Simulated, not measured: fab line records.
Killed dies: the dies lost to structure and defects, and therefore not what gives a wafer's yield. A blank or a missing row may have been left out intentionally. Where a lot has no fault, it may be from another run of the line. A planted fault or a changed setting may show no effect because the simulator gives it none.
Which tool did it? / flow sky130 / 10 lots, 30 wafers sampled, at 4 steps of a route of 708

== WHAT THE GAUGES SHOWED, per wafer ==
SKY_VIA1_RS_MEAS_22: a four-point-probe measurement.
lot=L966; measured=day 34 10:02; on=film metro-04; VIA1_W_RS (ohm/sq)=0.426 0.427 0.428
lot=L967; measured=day 34 18:28; on=film metro-02; VIA1_W_RS (ohm/sq)=0.439 0.430 0.437
lot=L968; measured=day 34 23:52; on=film metro-02; VIA1_W_RS (ohm/sq)=0.427 0.430 0.423
lot=L976; measured=day 37 14:41; on=film metro-04; VIA1_W_RS (ohm/sq)=0.426 0.424 0.431
lot=L977; measured=day 38 06:59; on=film metro-03; VIA1_W_RS (ohm/sq)=0.429 0.427 0.429
lot=L981; measured=day 39 10:29; on=film metro-04; VIA1_W_RS (ohm/sq)=0.425 0.418 0.417
lot=L983; measured=day 39 17:46; on=film metro-02; VIA1_W_RS (ohm/sq)=0.331 0.331 0.431 0.332 0.331 0.431
lot=L984; measured=day 40 04:46; on=film metro-03; VIA1_W_RS (ohm/sq)=0.422 0.420 0.417
lot=L985; measured=day 40 17:09; on=film metro-04; VIA1_W_RS (ohm/sq)=0.429 0.330 0.430 0.431 0.330 0.430
lot=L988; measured=day 40 22:22; on=film metro-04; VIA1_W_RS (ohm/sq)=0.430 0.424 0.426

== WHICH TOOL RAN EACH LOT (tool, then ch and the chambers of the sampled wafers, then the start) ==
lot=L966; SKY_VIA1_STRIP_16=plasma asher-01 ch 0,1, day 34 09:15; SKY_VIA1_SPUTTER_20=pvd sputter-01, day 34 09:53; SKY_VIA1_CVD_21=cvd w-02 ch 0,1, day 34 09:56
lot=L967; SKY_VIA1_STRIP_16=plasma asher-01 ch 0,1, day 34 17:41; SKY_VIA1_SPUTTER_20=pvd sputter-02, day 34 18:14; SKY_VIA1_CVD_21=cvd w-01 ch 0,1, day 34 18:20
lot=L968; SKY_VIA1_STRIP_16=plasma asher-02 ch 0,1, day 34 23:05; SKY_VIA1_SPUTTER_20=pvd sputter-01, day 34 23:43; SKY_VIA1_CVD_21=cvd w-02 ch 0,1, day 34 23:46
lot=L976; SKY_VIA1_STRIP_16=plasma asher-02 ch 0,1, day 37 13:56; SKY_VIA1_SPUTTER_20=pvd sputter-03, day 37 14:30; SKY_VIA1_CVD_21=cvd w-02 ch 0,1, day 37 14:35
lot=L977; SKY_VIA1_STRIP_16=plasma asher-04 ch 0,1, day 38 06:11; SKY_VIA1_SPUTTER_20=pvd sputter-03, day 38 06:50; SKY_VIA1_CVD_21=cvd w-02 ch 0,1, day 38 06:54
lot=L981; SKY_VIA1_STRIP_16=plasma asher-04 ch 0, day 39 09:37; SKY_VIA1_SPUTTER_20=pvd sputter-03, day 39 10:13; SKY_VIA1_CVD_21=cvd w-01 ch 0,1, day 39 10:17
lot=L983; SKY_VIA1_STRIP_16=plasma asher-02 ch 0,1, day 39 16:59; SKY_VIA1_SPUTTER_20=pvd sputter-02, day 39 17:33; SKY_VIA1_CVD_21=cvd w-02 ch 0,1, day 39 17:38
lot=L984; SKY_VIA1_STRIP_16=plasma asher-04 ch 0,1, day 40 03:59; SKY_VIA1_SPUTTER_20=pvd sputter-02, day 40 04:35; SKY_VIA1_CVD_21=cvd w-01 ch 0,1, day 40 04:40
lot=L985; SKY_VIA1_STRIP_16=plasma asher-01 ch 0,1, day 40 16:22; SKY_VIA1_SPUTTER_20=pvd sputter-03, day 40 16:58; SKY_VIA1_CVD_21=cvd w-02 ch 0,1, day 40 17:03
lot=L988; SKY_VIA1_STRIP_16=plasma asher-04 ch 0,1, day 40 21:36; SKY_VIA1_SPUTTER_20=pvd sputter-01, day 40 22:12; SKY_VIA1_CVD_21=cvd w-01 ch 0,1, day 40 22:16
- SKY_VIA1_STRIP_16: strips in O2/N2.
- SKY_VIA1_SPUTTER_20: material TiN, target thk 20 nm, time 80 s.
- SKY_VIA1_CVD_21: deposits W, target thk 270 nm, time 80.902 s.

== THE ANSWER, worked out from the rows above alone ==
Rule: the lots themselves supply what counts as usual. The widest of any qualifying gaps counts: lots, ordered by their means at a reading, are off when they make up no more than a third of the lots, leave a main group of 4 or more, and stand apart from it by 3 or more times the standard deviation of that group's means. If all means in a main group match to the digits the tables above print for the reading, that group is not used. A lot without any number at a reading at which 4 lots or more have one is off too. Where the step has rows for the other lots, those lots are counted as sound.
Off: L983, L985, at SKY_VIA1_RS_MEAS_22 (VIA1_W_RS). Mean 0.426 ohm/sq and standard deviation 0.0046 in the main group.
A tool fits if, at a process step before that reading, it ran every lot that is off, and no sound lot after the first of them. Those tools and the gauges at SKY_VIA1_RS_MEAS_22 are tried in the same way. One candidate fits, namely cvd w-02 at SKY_VIA1_CVD_21. A fault onset in the window from L977 (day 38 06:54, its last sound lot) to L983 (day 39 17:38, its first lot off) fits.

== WHAT THE SIMULATOR PUT IN ==
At SKY_VIA1_CVD_21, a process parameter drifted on cvd w-02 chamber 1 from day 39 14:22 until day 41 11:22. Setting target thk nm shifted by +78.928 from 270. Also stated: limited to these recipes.
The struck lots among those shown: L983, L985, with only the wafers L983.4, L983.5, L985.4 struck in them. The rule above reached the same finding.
